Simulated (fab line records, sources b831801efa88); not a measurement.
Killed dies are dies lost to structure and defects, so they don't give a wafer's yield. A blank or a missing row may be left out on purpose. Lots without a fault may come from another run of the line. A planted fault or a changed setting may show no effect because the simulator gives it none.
Chamber matching | flow gf180mcu | GF_STI_CMP_25 on cmp-01: 4 sister chambers
The step polishes, stops on Si3N4, t overpolish 33 s, target thk 524.6 nm. 8 wafers are shown with their chamber, then 7 later ones without.

WAFERS WITH THEIR CHAMBER
wafer  | chamber | motor_current_A (A) | retaining_ring_pressure_frac
L448.4 | 1       | 11.1                | 0.991
L450.1 | 0       | 11.9                | 1.002
L450.2 | 2       | 14.9                | 1.004
L451.1 | 3       | 11.7                | 1.002
L451.3 | 2       | 15.0                | 0.997
L451.5 | 0       | 12.5                | 0.996
L458.3 | 1       | 11.6                | 0.994
L458.4 | 3       | 11.4                | 1.003

WAFERS WITHOUT THEIR CHAMBER
wafer  | motor_current_A (A) | retaining_ring_pressure_frac
L458.6 | 12.0                | 0.999
L461.1 | 11.6                | 1.009
L461.2 | 11.2                | 1.002
L461.5 | 12.1                | 0.999
L467.1 | 11.7                | 1.005
L467.3 | 12.2                | 0.994
L467.5 | 12.1                | 0.997

WHICH CHAMBER EACH WENT THROUGH
wafer  | from the rows above          | in truth
L458.6 | can't be placed: 0 or 3      | 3
L461.1 | can't be placed: 3 or 0      | 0
L461.2 | can't be placed: 3 or 1      | 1
L461.5 | can't be placed: 0 or 3      | 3
L467.1 | can't be placed: 3 or 0      | 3
L467.3 | can't be placed: 0 or 1 or 3 | 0
L467.5 | can't be placed: 0 or 3      | 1
Placed correctly: 0 of 7. Can't be placed from these rows: 7 (the true chamber is among the candidates in 6). Placed wrongly: 0.
How it was worked out, from the rows above alone: a wafer's distance from a chamber is the root of the sum, over the readings, of the square of ((its reading less the chamber's mean) divided by the reading's scatter). The wafer belongs to the nearest chamber; if the next one is less than 2 further off, it can't be placed. A chamber's mean is the mean of its shown wafers. The scatter: the root of (the sum of the squares of (reading less its chamber's mean) over the shown wafers, divided by (wafers less chambers)).
